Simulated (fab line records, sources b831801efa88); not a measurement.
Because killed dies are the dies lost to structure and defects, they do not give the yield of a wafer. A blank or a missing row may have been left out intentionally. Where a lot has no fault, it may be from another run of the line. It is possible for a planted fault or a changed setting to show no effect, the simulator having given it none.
Chamber matching | flow sky130 | SKY_VIA4_ETCH_12 on rie-diel-01 has 4 sister chambers
The step etches SiO2 in C4F8/O2/Ar, stops on TiN, target depth 580 nm. 8 wafers are shown with their chamber, then 11 later ones without.

EACH WAFER AND ITS CHAMBER
wafer  | chamber | rf-fwd-power-W (W) | oes-product-au (a.u.)
L083.3 | 0       | 1491               | 0.933
L085.5 | 0       | 1504               | 0.929
L087.3 | 3       | 1494               | 0.931
L087.4 | 1       | 1496               | 0.927
L093.1 | 3       | 1498               | 0.928
L093.4 | 1       | 1497               | 0.913
L093.6 | 2       | 1498               | 0.917
L092.1 | 2       | 1493               | 0.925

WAFERS WHOSE CHAMBER IS MISSING
wafer  | rf-fwd-power-W (W) | oes-product-au (a.u.)
L092.4 | 1488               | 0.931
L092.5 | 1495               | 0.922
L094.1 | 1494               | 0.924
L094.3 | 1497               | 0.922
L094.4 | 1497               | 0.923
L095.1 | 1483               | 0.926
L095.3 | 1497               | 0.927
L095.6 | 1489               | 0.933
L097.3 | 1498               | 0.925
L097.4 | 1488               | 0.927
L097.6 | 1482               | 0.925

CHAMBER TAKEN BY EACH
wafer  | from the rows above               | in truth
L092.4 | can't be placed: 3 or 0 or 2 or 1 | 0
L092.5 | can't be placed: 2 or 1 or 3 or 0 | 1
L094.1 | can't be placed: 2 or 1 or 3 or 0 | 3
L094.3 | can't be placed: 2 or 1 or 3 or 0 | 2
L094.4 | can't be placed: 2 or 1 or 3 or 0 | 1
L095.1 | can't be placed: 2 or 3 or 1 or 0 | 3
L095.3 | can't be placed: 3 or 0 or 2 or 1 | 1
L095.6 | can't be placed: 3 or 0 or 2 or 1 | 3
L097.3 | can't be placed: 2 or 3 or 1 or 0 | 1
L097.4 | can't be placed: 3 or 2 or 0 or 1 | 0
L097.6 | can't be placed: 2 or 3 or 1 or 0 | 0
Correct placement for 0 of the 11. Unplaceable from these rows: 11, with the true chamber sitting among the candidates in 11. Number placed wrongly: 0.
How it was worked out, from the rows above alone: a wafer's distance from a chamber is the root of the sum, over the readings, of the square of ((its reading less the chamber's mean) divided by the reading's scatter). The wafer belongs to the nearest chamber; if the next one is less than 2 further off, it can't be placed. The mean given for a chamber averages the wafers shown for that chamber. The scatter is the square root of a quotient: the sum, over the shown wafers, of each reading's squared deviation from its chamber's mean, divided by wafers minus chambers.
